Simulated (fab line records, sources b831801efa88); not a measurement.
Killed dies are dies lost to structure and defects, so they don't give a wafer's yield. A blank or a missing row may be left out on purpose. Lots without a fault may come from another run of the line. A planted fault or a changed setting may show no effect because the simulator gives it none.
Which tool did it? | flow sky130 | 10 lots, 30 wafers sampled, at 3 steps of a route of 708

WHAT THE GAUGES READ, wafer by wafer
SKY_VIA4_RS_MEAS_19: measures by four-point-probe.
lot  | measured     | on            | VIA4_W_RS (ohm/sq)
L127 | day 43 00:44 | film_metro-01 | 0.227 0.227 0.226
L128 | day 43 10:19 | film_metro-02 | 0.230 0.221 0.228
L131 | day 44 05:57 | film_metro-02 | 0.221 0.223 0.228
L135 | day 45 08:50 | film_metro-01 | 0.222 0.227 0.216
L136 | day 45 15:47 | film_metro-02 | 0.225 0.220 0.226
L137 | day 45 17:56 | film_metro-02 | 0.225 0.227 0.222
L138 | day 45 23:55 | film_metro-01 | 0.218 0.227 0.219
L143 | day 47 05:10 | film_metro-01 | 0.227 0.225 0.230
L144 | day 47 13:05 | film_metro-01 | 0.229 0.225 0.228
L150 | day 48 22:37 | film_metro-02 | 0.231 0.221 0.230

WHICH TOOL RAN EACH LOT (tool, then ch and the chambers of the sampled wafers, then the start)
lot  | SKY_METAL4_METAL_ETCH_18          | SKY_VIA4_CVD_18
L127 | rie_metal-01 ch 0,1, day 41 22:56 | cvd_w-01 ch 1, day 43 00:35
L128 | rie_metal-04 ch 0,1, day 42 09:21 | cvd_w-02 ch 0,1, day 43 10:10
L131 | rie_metal-02 ch 0,1, day 43 05:26 | cvd_w-02 ch 0,1, day 44 05:48
L135 | rie_metal-02 ch 0,1, day 44 09:12 | cvd_w-02 ch 0,1, day 45 08:41
L136 | rie_metal-02 ch 0,1, day 44 15:24 | cvd_w-02 ch 0,1, day 45 15:37
L137 | rie_metal-02 ch 0,1, day 44 18:52 | cvd_w-01 ch 0,1, day 45 17:47
L138 | rie_metal-02 ch 0,1, day 45 00:47 | cvd_w-02 ch 0,1, day 45 23:44
L143 | rie_metal-04 ch 0,1, day 46 06:47 | cvd_w-01 ch 0, day 47 04:59
L144 | rie_metal-04 ch 0,1, day 46 14:48 | cvd_w-01 ch 0,1, day 47 12:55
L150 | rie_metal-01 ch 0,1, day 48 02:08 | cvd_w-02 ch 0,1, day 48 22:26
- SKY_METAL4_METAL_ETCH_18: etches the open film in Cl2/BCl3, stops on SiO2, target depth 845 nm, time 183.1 s.
- SKY_VIA4_CVD_18: deposits W, target thk 505 nm, time 152.14 s.

WHAT THE TOOLS THEMSELVES READ (means of the sampled wafers that have a number; where no wafer has one, the mark that the record gives instead)
SKY_METAL4_METAL_ETCH_18.
lot  | tool         | bias_w (W) | drypump_motor_current_A (A) | oes_product_au (a.u.) | throttle_valve_pct (%)
L127 | rie_metal-01 | 46.62      | 5.4                         | 0.864                 | 22.264
L128 | rie_metal-04 | 46.64      | 5.4                         | 0.861                 | 22.268
L131 | rie_metal-02 | 46.74      | 5.5                         | 0.859                 | 22.266
L135 | rie_metal-02 | 46.83      | 5.8                         | 0.863                 | 22.264
L136 | rie_metal-02 | 46.63      | 5.8                         | 0.862                 | 22.261
L137 | rie_metal-02 | 46.69      | 5.5                         | 0.866                 | 22.264
L138 | rie_metal-02 | 46.74      | 5.8                         | 0.866                 | 22.256
L143 | rie_metal-04 | 46.89      | 5.2                         | 0.866                 | 22.266
L144 | rie_metal-04 | 46.54      | 5.4                         | 0.873                 | 22.270
L150 | rie_metal-01 | 46.69      | 5.6                         | 0.867                 | 22.259

SKY_VIA4_CVD_18.
lot  | tool     | heater_power_w (W)
L127 | cvd_w-01 | 889
L128 | cvd_w-02 | 732
L131 | cvd_w-02 | 710
L135 | cvd_w-02 | 742
L136 | cvd_w-02 | 741
L137 | cvd_w-01 | 882
L138 | cvd_w-02 | 724
L143 | cvd_w-01 | 863
L144 | cvd_w-01 | 877
L150 | cvd_w-02 | 746

THE ANSWER, worked out from the rows above alone
Rule: what is usual is taken from the lots themselves. Put in order of their means at a reading, lots are off if they are a third of the lots or fewer, leave a main group of 4 or more, and stand apart from it by a gap of 3 or more times the standard deviation of the main group's means; of several such gaps the widest counts. A main group whose means are all the same, to the digits that the tables above print for the reading, isn't used. A lot without any number at a reading at which 4 lots or more have one is off too. The other lots that the step has rows for count as sound. The gauges are gone through in route order, then the tools' own readings, and for those a lot's mean is taken as printed above. The first step at which some lot is off is used, and at that step the reading that is off furthest; a lot without a number counts as furthest.
No lot is off at any reading shown: from this, nothing can be told.

WHAT THE SIMULATOR HAD PUT IN
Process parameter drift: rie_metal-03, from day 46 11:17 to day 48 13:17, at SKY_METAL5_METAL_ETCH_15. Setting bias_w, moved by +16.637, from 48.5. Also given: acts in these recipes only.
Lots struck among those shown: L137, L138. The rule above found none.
